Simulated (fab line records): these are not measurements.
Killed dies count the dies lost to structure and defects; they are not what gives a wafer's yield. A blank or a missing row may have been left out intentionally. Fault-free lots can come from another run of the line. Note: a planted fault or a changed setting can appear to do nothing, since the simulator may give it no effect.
Matching of chambers | flow gf180mcu | GF_V2_CMP_26 on cmp-02 has 4 sister chambers
The step polishes, stops on SiO2, t overpolish 15 s, target thk 0 nm. 39 wafers are shown with their chamber, then 12 later ones without.

## WAFERS, EACH WITH ITS CHAMBER
wafer  | chamber | motor-current-A (A) | time-to-endpoint-s (s) | overpolish-run-s (s)
L074.4 | 1       | 9.8                 | 83                     | 15.022
L074.5 | 3       | 12.4                | 72                     | 15.003
L074.6 | 0       | 10.6                | 82                     | 15.002
L075.4 | 1       | 9.4                 | 85                     | 15.007
L075.5 | 2       | 10.6                | 80                     | 14.996
L075.6 | 1       | 10.2                | 84                     | 15.016
L075.1 | 0       | 10.5                | 79                     | 15.008
L075.2 | 3       | 12.0                | 71                     | 14.994
L075.3 | 2       | 10.9                | 81                     | 15.006
L076.1 | 2       | 10.7                | 82                     | 15.002
L076.4 | 1       | 10.4                | 85                     | 14.986
L076.5 | 3       | 12.7                | 77                     | 14.992
L081.1 | 2       | 10.5                | 82                     | 15.008
L081.4 | 1       | 10.1                | 85                     | 15.004
L081.5 | 1       | 10.7                | 82                     | 14.991
L082.1 | 2       | 10.5                | 82                     | 15.004
L082.4 | 3       | 11.8                | 75                     | 14.990
L082.5 | 2       | 10.1                | 85                     | 15.002
L083.1 | 3       | 12.1                | 79                     | 14.993
L083.4 | 1       | 10.3                | 90                     | 15.005
L083.6 | 3       | 11.5                | 79                     | 15.003
L085.1 | 3       | 12.1                | 75                     | 15.005
L085.3 | 0       | 11.3                | 82                     | 15.000
L085.5 | 3       | 12.2                | 76                     | 15.004
L085.2 | 2       | 10.4                | 81                     | 14.995
L085.4 | 1       | 10.0                | 90                     | 15.013
L085.6 | 0       | 10.7                | 84                     | 14.984
L088.1 | 0       | 10.8                | 83                     | 15.002
L088.2 | 1       | 9.8                 | 87                     | 15.003
L088.5 | 2       | 10.4                | 83                     | 15.004
L089.1 | 0       | 10.4                | 83                     | 14.997
L089.3 | 3       | 12.4                | 77                     | 14.996
L089.4 | 1       | 9.8                 | 84                     | 15.003
L089.2 | 2       | 10.7                | 87                     | 15.004
L089.5 | 3       | 12.2                | 74                     | 15.005
L089.6 | 0       | 10.7                | 81                     | 14.984
L090.1 | 3       | 11.5                | 78                     | 14.991
L090.2 | 1       | 10.1                | 90                     | 15.001
L090.6 | 2       | 11.2                | 86                     | 15.001

SIGNATURES (averages over the wafers above)
reading            | chamber 0 | chamber 1 | chamber 2 | chamber 3 | scatter within a chamber
motor-current-A    | 10.714    | 10.055    | 10.600    | 12.082    | 0.336
time-to-endpoint-s | 82.00     | 85.91     | 82.90     | 75.73     | 2.51
overpolish-run-s   | 14.99671  | 15.00464  | 15.00220  | 14.99782  | 0.00775
Rule: a wafer lies at a distance from a chamber equal to the root of the sum of squares, over the readings, of (its reading less the chamber's mean, divided by the reading's scatter). The wafer belongs to the nearest chamber; if the next one is less than 2 further off, it can't be placed. The scatter: the root of (the sum of the squares of (reading less its chamber's mean) over the shown wafers, divided by (wafers less chambers)).

## WAFERS MISSING THEIR CHAMBER
wafer  | motor-current-A (A) | time-to-endpoint-s (s) | overpolish-run-s (s)
L091.3 | 12.5                | 82                     | 15.011
L091.4 | 10.9                | 83                     | 14.992
L091.6 | 9.9                 | 92                     | 15.012
L093.1 | 12.3                | 76                     | 15.010
L093.2 | 10.9                | 85                     | 14.994
L093.4 | 10.6                | 82                     | 15.005
L094.2 | 9.3                 | 89                     | 14.997
L094.4 | 11.9                | 76                     | 14.992
L094.6 | 11.8                | 78                     | 15.026
L097.2 | 10.4                | 83                     | 15.010
L097.5 | 9.7                 | 90                     | 15.010
L097.6 | 10.7                | 85                     | 15.004

## THE CHAMBER EACH PASSED THROUGH
wafer  | from the rows above          | in truth
L091.3 | 3                            | 3
L091.4 | can't be placed: 0 or 2      | 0
L091.6 | can't be placed: 1 or 2      | 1
L093.1 | 3                            | 3
L093.2 | can't be placed: 0 or 2 or 1 | 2
L093.4 | can't be placed: 2 or 0 or 1 | 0
L094.2 | can't be placed: 1 or 2      | 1
L094.4 | 3                            | 3
L094.6 | can't be placed: 3 or 2 or 0 | 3
L097.2 | can't be placed: 2 or 1 or 0 | 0
L097.5 | can't be placed: 1 or 2      | 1
L097.6 | can't be placed: 2 or 0 or 1 | 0
Correct placement for 3 of the 12. These rows do not allow placing 9 (true chamber among the candidates in 9). Wrongly placed: 0.
